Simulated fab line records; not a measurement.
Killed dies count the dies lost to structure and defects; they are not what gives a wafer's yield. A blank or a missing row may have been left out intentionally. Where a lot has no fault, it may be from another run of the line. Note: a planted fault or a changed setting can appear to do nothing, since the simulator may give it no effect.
fab line records ; flow sky130
[record] lots = 13; wafers = 39; lastDay = 50
route steps=708 shown SD_P@330 RES_XHIGH@340 SD_N@353 LI_CONTACT@363
lots that met no fault: from a run of the same line without faults
startH: start of the lot's first displayed wafer, in hours after the record's first day ; waitH: hours from the lot's prior step to this one ; " the same as in the row above ; L1.1+2: a single row standing in for several wafers ; - no value, or no start given ; * or withheld: withheld ; < > ~ a bound
route shown NAME@n: NAME is a module with steps in the file, n the number in the route of the first one ; usual: mean and standard deviation over wafers with no fault ; same: alike in all rows ; chamber/n: place in a boat ; sites: readings site by site ; _std_site: the standard deviation of these ; _edge_site: mean of outer sites minus mean of inner sites ; radiusMm: for every site, how far away it sits from the centre of the wafer ; mask NAME#n: copy n ; behind: the last tool/chamber to shape the wafer ; hold: cause of the lot's hold/its duration in hours/its outcome ; device: whichever transistor did not switch (one of n, p or np) ; end of line: the route-end tests of the same wafers ; a step given without rows: its recipe and nothing more ; killed: count of dies lost to structure and defects at first sort (not the wafer's yield) ; map: per-die view of a wafer (x killed, . not killed, _ where there is no die)
set.NAME: the setting the step ran with; set.NAME@STEP: the setting that earlier step ran with ; model.NAME: the simulator's own value behind a step, which no gauge read
route steps across a sampled set of lots; one table per step, one row per wafer
services: a tool's chamber out of use, with start hour (startH, from the record's first day; less than 0 if before it), hours out, and reason
[[steps]]
[step SKY_SD_P_STRIP_10]
[recipe] chemistry = O2/N2; powerW = 1400; pressureMtorr = 1500; platenTempC = withheld; o2FlowSccm = 3000; n2FlowSccm = 300; overashFraction = 0.5
[usual] drypumpMotorCurrentA = 5.61/0.3; oesProductAu = 0.617/0.0047; stripTimeToEndpointS = 17.49/0.044
lot.wafer;tool;chamber;startH;waitH;drypumpMotorCurrentA;oesProductAu;rfHoursCounterH;stripTimeToEndpointS
L952.2;plasmaAsher-03;0;589.33;0.1;5.51;0.622;49;17.55
L952.4;plasmaAsher-03;1;589.33;0.1;5.61;0.618;-;17.54
L952.6;plasmaAsher-03;0;589.33;0.1;5.55;0.611;-;17.53
L954.2;plasmaAsher-03;1;600.95;0.1;5.62;0.624;50;17.49
L954.3;plasmaAsher-03;0;600.95;0.1;5.57;0.624;-;17.51
L954.5;plasmaAsher-03;0;600.95;0.1;5.54;0.611;-;17.52
L955.1;plasmaAsher-02;0;610.30;0.1;6.10;0.622;96;17.54
L955.3;plasmaAsher-02;0;610.30;0.1;6.09;0.615;-;17.53
L955.5;plasmaAsher-02;1;610.30;0.1;5.71;0.619;-;17.52
L956.1;plasmaAsher-03;0;621.14;0.1;5.56;0.617;51;17.54
L956.4;plasmaAsher-03;1;621.14;0.1;5.60;0.622;-;17.52
L956.6;plasmaAsher-03;0;621.14;0.1;5.55;0.616;-;17.52
L957.2;plasmaAsher-03;1;626.79;0.1;5.62;0.616;52;17.49
L957.3;plasmaAsher-03;0;626.79;0.1;5.53;0.621;-;17.46
L957.6;plasmaAsher-03;1;626.79;0.1;5.61;0.617;-;17.52
L959.3;plasmaAsher-02;0;648.88;0.1;6.09;0.620;-;17.53
L959.5;plasmaAsher-02;0;648.88;0.1;6.07;0.619;-;17.56
L959.6;plasmaAsher-02;1;648.88;0.1;5.66;0.616;-;17.57
L961.2;plasmaAsher-03;0;665.93;0.1;5.57;0.616;55;17.53
L961.4;plasmaAsher-03;0;665.93;0.1;5.54;0.624;-;17.58
L961.5;plasmaAsher-03;1;665.93;0.1;5.60;0.617;-;17.52
L962.3;plasmaAsher-01;1;674.43;0.1;5.87;0.612;-;17.45
L962.4;plasmaAsher-01;0;674.43;0.1;5.06;0.614;-;17.47
L962.5;plasmaAsher-01;0;674.43;0.1;5.04;0.620;-;17.47
L963.2;plasmaAsher-01;0;682.53;0.1;5.03;0.617;25;17.43
L963.3;plasmaAsher-01;1;682.53;0.1;5.87;0.621;-;17.43
L963.4;plasmaAsher-01;0;682.53;0.1;5.02;0.611;-;17.47
L964.1;plasmaAsher-01;1;686.84;0.1;5.83;0.615;26;17.49
L964.2;plasmaAsher-01;0;686.84;0.1;5.04;0.616;26;17.50
L964.3;plasmaAsher-01;1;686.84;0.1;5.84;0.614;-;17.49
L967.1;plasmaAsher-03;0;712.45;0.1;5.53;0.621;60;17.53
L967.4;plasmaAsher-03;0;712.45;0.1;5.51;0.617;-;17.55
L967.5;plasmaAsher-03;0;712.45;0.1;5.52;0.620;-;17.56
L971.1;plasmaAsher-02;0;748.04;0.1;6.08;0.620;0;17.46
L971.2;plasmaAsher-02;1;748.04;0.1;5.70;0.611;0;17.46
L971.4;plasmaAsher-02;1;748.04;0.1;5.70;0.624;-;17.47
L975.2;plasmaAsher-03;1;776.35;0.1;5.60;0.616;67;17.44
L975.5;plasmaAsher-03;1;776.35;0.1;5.60;0.615;-;17.46
L975.6;plasmaAsher-03;0;776.35;0.1;5.57;0.615;-;17.46
[step SKY_RES_XHIGH_STRIP_08]
[recipe] chemistry = O2/N2; powerW = 1400; pressureMtorr = 1500; platenTempC = withheld; o2FlowSccm = 3000; n2FlowSccm = 300; overashFraction = 0.5
[usual] drypumpMotorCurrentA = 5.8/0.37; oesProductAu = 0.711/0.0047; stripTimeToEndpointS = 14.25/0.037
lot.wafer;tool;chamber;startH;waitH;drypumpMotorCurrentA;oesProductAu;rfHoursCounterH;stripTimeToEndpointS
L952.2;plasmaAsher-02;1;618.28;0.1;5.7;0.712;97;14.21
L952.4;plasmaAsher-02;1;618.28;0.1;5.7;0.709;-;14.22
L952.6;plasmaAsher-02;1;618.28;0.1;5.7;0.717;-;14.19
L954.2;plasmaAsher-01;0;629.98;0.1;5.0;0.697;20;14.27
L954.3;plasmaAsher-01;0;629.98;0.1;5.1;0.704;-;14.29
L954.5;plasmaAsher-01;1;629.98;0.1;5.9;0.713;-;14.31
L955.1;plasmaAsher-04;0;639.43;0.1;6.2;0.713;79;14.28
L955.3;plasmaAsher-04;0;639.43;0.1;6.2;0.714;-;14.28
L955.5;plasmaAsher-04;1;639.43;0.1;6.1;0.710;-;14.26
L956.1;plasmaAsher-01;0;650.32;0.1;5.0;0.702;22;14.22
L956.4;plasmaAsher-01;0;650.32;0.1;5.0;0.709;-;14.23
L956.6;plasmaAsher-01;0;650.32;0.1;5.0;0.712;-;14.23
L957.2;plasmaAsher-01;1;655.88;0.1;5.9;0.699;22;14.21
L957.3;plasmaAsher-01;1;655.88;0.1;5.9;0.705;-;14.21
L957.6;plasmaAsher-01;0;655.88;0.1;5.0;0.708;-;14.16
L959.3;plasmaAsher-01;1;677.26;0.1;5.9;0.708;-;14.33
L959.5;plasmaAsher-01;0;677.26;0.1;5.0;0.707;-;14.27
L959.6;plasmaAsher-01;1;677.26;0.1;5.9;0.718;-;14.23
L961.2;plasmaAsher-04;1;694.34;0.1;6.1;0.713;84;14.26
L961.4;plasmaAsher-04;1;694.34;0.1;6.1;0.710;-;14.26
L961.5;plasmaAsher-04;0;694.34;0.1;6.2;0.711;-;14.28
L962.3;plasmaAsher-04;1;702.22;0.1;6.1;0.711;-;14.19
L962.4;plasmaAsher-04;0;702.22;0.1;6.2;0.707;-;14.14
L962.5;plasmaAsher-04;0;702.22;0.1;6.2;0.713;-;14.20
L963.2;plasmaAsher-02;0;710.49;0.1;6.1;0.706;106;14.31
L963.3;plasmaAsher-02;0;710.49;0.1;6.1;0.715;-;14.28
L963.4;plasmaAsher-02;1;710.49;0.1;5.6;0.703;-;14.29
L964.1;plasmaAsher-02;0;715.53;0.1;6.1;0.702;107;14.27
L964.2;plasmaAsher-02;1;715.53;0.1;5.7;0.700;107;14.27
L964.3;plasmaAsher-02;1;715.53;0.1;5.7;0.712;-;14.31
L967.1;plasmaAsher-01;0;740.32;0.1;5.0;0.940;31;-
L967.4;plasmaAsher-01;0;740.32;0.1;5.0;0.948;-;-
L967.5;plasmaAsher-01;1;740.32;0.1;5.9;0.949;-;-
L971.1;plasmaAsher-02;1;774.49;0.1;5.7;0.714;3;14.26
L971.2;plasmaAsher-02;0;774.49;0.1;6.1;0.714;3;14.25
L971.4;plasmaAsher-02;0;774.49;0.1;6.1;0.716;-;14.22
L975.2;plasmaAsher-01;1;802.17;0.1;5.9;0.722;37;14.24
L975.5;plasmaAsher-01;1;802.17;0.1;5.9;0.706;-;14.28
L975.6;plasmaAsher-01;0;802.17;0.1;5.0;0.718;-;14.24
[step SKY_SD_N_STRIP_11]
[recipe] chemistry = O2/N2; powerW = 1400; pressureMtorr = 1500; platenTempC = withheld; o2FlowSccm = 3000; n2FlowSccm = 300; overashFraction = 0.5
[usual] drypumpMotorCurrentA = 5.93/0.26; oesProductAu = 0.527/0.0044; stripTimeToEndpointS = 22.54/0.042
lot.wafer;tool;chamber;startH;waitH;drypumpMotorCurrentA;oesProductAu;rfHoursCounterH;stripTimeToEndpointS
L952.2;plasmaAsher-02;0;647.30;0.1;6.07;0.529;100;22.63
L952.4;plasmaAsher-02;0;647.30;0.1;6.09;0.538;-;22.63
L952.6;plasmaAsher-02;0;647.30;0.1;6.09;0.532;-;22.57
L954.2;plasmaAsher-02;1;659.20;0.1;5.67;0.528;101;22.57
L954.3;plasmaAsher-02;1;659.20;0.1;5.66;0.518;-;22.56
L954.5;plasmaAsher-02;0;659.20;0.1;6.09;0.527;-;22.57
L955.1;plasmaAsher-04;0;668.63;0.1;6.23;0.531;82;22.55
L955.3;plasmaAsher-04;1;668.63;0.1;6.07;0.528;-;22.57
L955.5;plasmaAsher-04;0;668.63;0.1;6.22;0.531;-;22.51
L956.1;plasmaAsher-04;1;679.38;0.1;6.07;0.519;83;22.57
L956.4;plasmaAsher-04;1;679.38;0.1;6.09;0.533;-;22.56
L956.6;plasmaAsher-04;1;679.38;0.1;6.05;0.522;-;22.63
L957.2;plasmaAsher-03;0;683.89;0.1;5.54;0.524;57;22.51
L957.3;plasmaAsher-03;1;683.89;0.1;5.62;0.511;-;22.49
L957.6;plasmaAsher-03;1;683.89;0.1;5.59;0.532;-;22.54
L959.3;plasmaAsher-02;1;705.93;0.1;5.70;0.530;-;22.49
L959.5;plasmaAsher-02;0;705.93;0.1;6.09;0.520;-;22.46
L959.6;plasmaAsher-02;1;705.93;0.1;5.68;0.524;-;22.56
L961.2;plasmaAsher-04;0;722.75;0.1;6.24;0.532;87;22.55
L961.4;plasmaAsher-04;0;722.75;0.1;6.23;0.530;-;22.57
L961.5;plasmaAsher-04;1;722.75;0.1;6.11;0.533;-;22.55
L962.3;plasmaAsher-04;1;730.42;0.1;6.08;0.528;-;22.50
L962.4;plasmaAsher-04;0;730.42;0.1;6.21;0.517;-;22.49
L962.5;plasmaAsher-04;0;730.42;0.1;6.23;0.529;-;22.58
L963.2;plasmaAsher-04;0;739.28;0.1;6.21;0.531;88;22.57
L963.3;plasmaAsher-04;1;739.28;0.1;6.09;0.525;-;22.59
L963.4;plasmaAsher-04;0;739.28;0.1;6.21;0.532;-;22.59
L964.1;plasmaAsher-03;0;743.60;0.1;5.54;0.522;63;22.59
L964.2;plasmaAsher-03;1;743.60;0.1;5.61;0.524;63;22.56
L964.3;plasmaAsher-03;1;743.60;0.1;5.59;0.523;-;22.58
L967.1;plasmaAsher-04;0;768.19;0.2;6.20;0.538;91;24.49
L967.4;plasmaAsher-04;0;768.19;0.2;6.21;0.548;-;24.45
L967.5;plasmaAsher-04;1;768.19;0.2;6.10;0.545;-;24.43
L971.1;plasmaAsher-02;0;801.25;0.1;6.09;0.532;6;22.52
L971.2;plasmaAsher-02;1;801.25;0.1;5.66;0.531;6;22.51
L971.4;plasmaAsher-02;1;801.25;0.1;5.67;0.526;-;22.49
L975.2;plasmaAsher-02;1;829.19;0.1;5.68;0.531;9;22.48
L975.5;plasmaAsher-02;1;829.19;0.1;5.72;0.531;-;22.52
L975.6;plasmaAsher-02;0;829.19;0.1;6.07;0.533;-;22.53
[step SKY_SD_N_TW_MEAS_12]
[usual] SD_N_TW = 4013/26
lot.wafer;tool;chamber;startH;waitH;SD_N_TW
L952.2;filmMetro-04;-;647.41;0.1;3969
L952.4;filmMetro-04;-;647.41;0.1;3995
L952.6;filmMetro-04;-;647.41;0.1;3999
L954.2;filmMetro-04;-;659.31;0.1;3982
L954.3;filmMetro-04;-;659.31;0.1;3946
L954.5;filmMetro-04;-;659.31;0.1;3976
L955.1;filmMetro-04;-;668.73;0.1;3989
L955.3;filmMetro-04;-;668.73;0.1;3994
L955.5;filmMetro-04;-;668.73;0.1;4001
L956.1;filmMetro-04;-;679.48;0.1;4003
L956.4;filmMetro-04;-;679.48;0.1;4023
L956.6;filmMetro-04;-;679.48;0.1;4004
L957.2;filmMetro-04;-;684.00;0.1;4020
L957.3;filmMetro-04;-;684.00;0.1;3992
L957.6;filmMetro-04;-;684.00;0.1;4018
L959.3;filmMetro-02;-;706.01;0.1;4011
L959.5;filmMetro-02;-;706.01;0.1;4057
L959.6;filmMetro-02;-;706.01;0.1;4071
L961.2;filmMetro-04;-;722.86;0.1;3994
L961.4;filmMetro-04;-;722.86;0.1;3997
L961.5;filmMetro-04;-;722.86;0.1;4014
L962.3;filmMetro-02;-;730.50;0.1;4057
L962.4;filmMetro-02;-;730.50;0.1;4057
L962.5;filmMetro-02;-;730.50;0.1;4069
L963.2;filmMetro-04;-;739.39;0.1;4005
L963.3;filmMetro-04;-;739.39;0.1;4000
L963.4;filmMetro-04;-;739.39;0.1;4013
L964.1;filmMetro-04;-;743.70;0.1;4005
L964.2;filmMetro-04;-;743.70;0.1;3979
L964.3;filmMetro-04;-;743.70;0.1;3990
L967.1;filmMetro-03;-;768.29;0.1;184
L967.4;filmMetro-03;-;768.29;0.1;184
L967.5;filmMetro-03;-;768.29;0.1;184
L971.1;filmMetro-02;-;801.35;0.1;4053
L971.2;filmMetro-02;-;801.35;0.1;4065
L971.4;filmMetro-02;-;801.35;0.1;4058
L975.2;filmMetro-02;-;829.30;0.1;4006
L975.5;filmMetro-02;-;829.30;0.1;4008
L975.6;filmMetro-02;-;829.30;0.1;4012
[step SKY_SD_N_RS_MEAS_18]
[recipe] thkMeasGauge = four-point-probe
[usual] RES_XHIGH_RS = 334.0/1.2
lot.wafer;tool;chamber;startH;waitH;RES_XHIGH_RS[ohm/sq]
L952.2;filmMetro-02;-;647.94;0.1;332.9
L952.4;filmMetro-02;-;647.94;0.1;331.5
L952.6;filmMetro-02;-;647.94;0.1;332.1
L954.2;filmMetro-03;-;659.84;0.1;332.1
L954.3;filmMetro-03;-;659.84;0.1;333.3
L954.5;filmMetro-03;-;659.84;0.1;332.3
L955.1;filmMetro-02;-;669.26;0.1;334.8
L955.3;filmMetro-02;-;669.26;0.1;334.4
L955.5;filmMetro-02;-;669.26;0.1;334.2
L956.1;filmMetro-02;-;680.01;0.1;331.8
L956.4;filmMetro-02;-;680.01;0.1;330.9
L956.6;filmMetro-02;-;680.01;0.1;332.0
L957.2;filmMetro-03;-;684.54;0.1;334.9
L957.3;filmMetro-03;-;684.54;0.1;333.9
L957.6;filmMetro-03;-;684.54;0.1;335.3
L959.3;filmMetro-04;-;706.56;0.1;333.4
L959.5;filmMetro-04;-;706.56;0.1;334.5
L959.6;filmMetro-04;-;706.56;0.1;335.7
L961.2;filmMetro-03;-;723.39;0.1;337.1
L961.4;filmMetro-03;-;723.39;0.1;336.6
L961.5;filmMetro-03;-;723.39;0.1;337.4
L962.3;filmMetro-04;-;731.05;0.1;334.6
L962.4;filmMetro-04;-;731.05;0.1;334.0
L962.5;filmMetro-04;-;731.05;0.1;334.9
L963.2;filmMetro-02;-;739.93;0.1;332.8
L963.3;filmMetro-02;-;739.93;0.1;333.4
L963.4;filmMetro-02;-;739.93;0.1;333.3
L964.1;filmMetro-02;-;744.22;0.1;333.9
L964.2;filmMetro-02;-;744.22;0.1;333.5
L964.3;filmMetro-02;-;744.22;0.1;333.4
L967.1;filmMetro-04;-;768.82;0.1;333.6
L967.4;filmMetro-04;-;768.82;0.1;334.0
L967.5;filmMetro-04;-;768.82;0.1;333.4
L971.1;filmMetro-02;-;801.88;0.1;335.1
L971.2;filmMetro-02;-;801.88;0.1;334.4
L971.4;filmMetro-02;-;801.88;0.1;334.4
L975.2;filmMetro-03;-;829.83;0.1;334.8
L975.5;filmMetro-03;-;829.83;0.1;334.1
L975.6;filmMetro-03;-;829.83;0.1;333.8
[step SKY_LI_CONTACT_THK_MEAS_01]
[recipe] reads = PSG_of_LI_CONTACT_HDPCVD_00
[usual] LI_CONTACT_HDPCVD_THK = 932/9
lot.wafer;tool;chamber;startH;waitH;LI_CONTACT_HDPCVD_THK[nm]
L952.2;filmMetro-04;-;648.17;0.1;931
L952.4;filmMetro-04;-;648.17;0.1;927
L952.6;filmMetro-04;-;648.17;0.1;940
L954.2;filmMetro-02;-;660.07;0.1;923
L954.3;filmMetro-02;-;660.07;0.1;923
L954.5;filmMetro-02;-;660.07;0.1;922
L955.1;filmMetro-03;-;669.50;0.1;944
L955.3;filmMetro-03;-;669.50;0.1;945
L955.5;filmMetro-03;-;669.50;0.1;940
L956.1;filmMetro-03;-;680.25;0.1;927
L956.4;filmMetro-03;-;680.25;0.1;927
L956.6;filmMetro-03;-;680.25;0.1;928
L957.2;filmMetro-02;-;684.77;0.1;939
L957.3;filmMetro-02;-;684.77;0.1;919
L957.6;filmMetro-02;-;684.77;0.1;923
L959.3;filmMetro-03;-;706.78;0.1;931
L959.5;filmMetro-03;-;706.78;0.1;928
L959.6;filmMetro-03;-;706.78;0.1;920
L961.2;filmMetro-03;-;723.62;0.1;938
L961.4;filmMetro-03;-;723.62;0.1;935
L961.5;filmMetro-03;-;723.62;0.1;934
L962.3;filmMetro-02;-;731.27;0.1;930
L962.4;filmMetro-02;-;731.27;0.1;933
L962.5;filmMetro-02;-;731.27;0.1;925
L963.2;filmMetro-03;-;740.16;0.1;935
L963.3;filmMetro-03;-;740.16;0.1;925
L963.4;filmMetro-03;-;740.16;0.1;933
L964.1;filmMetro-03;-;744.46;0.1;937
L964.2;filmMetro-03;-;744.46;0.1;930
L964.3;filmMetro-03;-;744.46;0.1;932
L967.1;filmMetro-04;-;769.06;0.1;934
L967.4;filmMetro-04;-;769.06;0.1;949
L967.5;filmMetro-04;-;769.06;0.1;948
L971.1;filmMetro-03;-;802.12;0.1;954
L971.2;filmMetro-03;-;802.12;0.1;950
L971.4;filmMetro-03;-;802.12;0.1;938
L975.2;filmMetro-04;-;830.06;0.1;931
L975.5;filmMetro-04;-;830.06;0.1;947
L975.6;filmMetro-04;-;830.06;0.1;946
[[services]]
tool;chamber;startH;hours;kind
plasmaAsher-04;-;568.65;16.2;repair
plasmaAsher-03;-;582.19;0.8;repair
plasmaAsher-03;-;604.02;9.8;repair
plasmaAsher-01;-;639.18;3.4;repair
plasmaAsher-02;-;653.38;2.1;repair
plasmaAsher-03;-;654.99;2.8;pm
plasmaAsher-04;-;733.48;4.7;repair
plasmaAsher-02;-;733.75;9.0;pm
plasmaAsher-02;0;733.75;9.0;ventCycle
plasmaAsher-02;1;733.75;9.0;ventCycle
plasmaAsher-02;0;742.75;-;clean
plasmaAsher-02;1;742.75;-;clean
plasmaAsher-04;-;766.14;1.2;repair
[[key]]
[firstSign] step = SKY_RES_XHIGH_STRIP_08; reading = oesProductAu; direction = up; sigmas = 50; usual = 0.711; struck = 0.946
[effect] step = SKY_SD_N_STRIP_11; reading = stripTimeToEndpointS; direction = up; sigmas = 45; usual = *; struck = *
[effect] step = SKY_SD_N_TW_MEAS_12; reading = SD_N_TW; direction = down; sigmas = 99+; usual = 4013; struck = 184
metAt SKY_RES_XHIGH_STRIP_08
struckLots L967
sortLeftOut L967.1,L967.4,L967.5
testerLeftOut L967
notActingAt SKY_SD_P_STRIP_10,SKY_SD_N_RS_MEAS_18,SKY_LI_CONTACT_THK_MEAS_01
onsetBetween 677.26 740.32
[fault] kind = stripAborted; tool = plasmaAsher-01; chamber = -; onsetH = 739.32; steps = SKY_RES_XHIGH_STRIP_08; offset = 0.4208; endH = 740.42
// testerLeftOut: of these lots the tester's yield and bins aren't shown, on N5 and GAA mostly nor the transistor test; their killed dies are dies lost to structure and defects alone, not to doping, threshold or leakage, so they don't give the yield
// sortLeftOut: the simulated sort isn't trusted on such a fault, so these wafers' sort isn't shown, and their yield isn't known
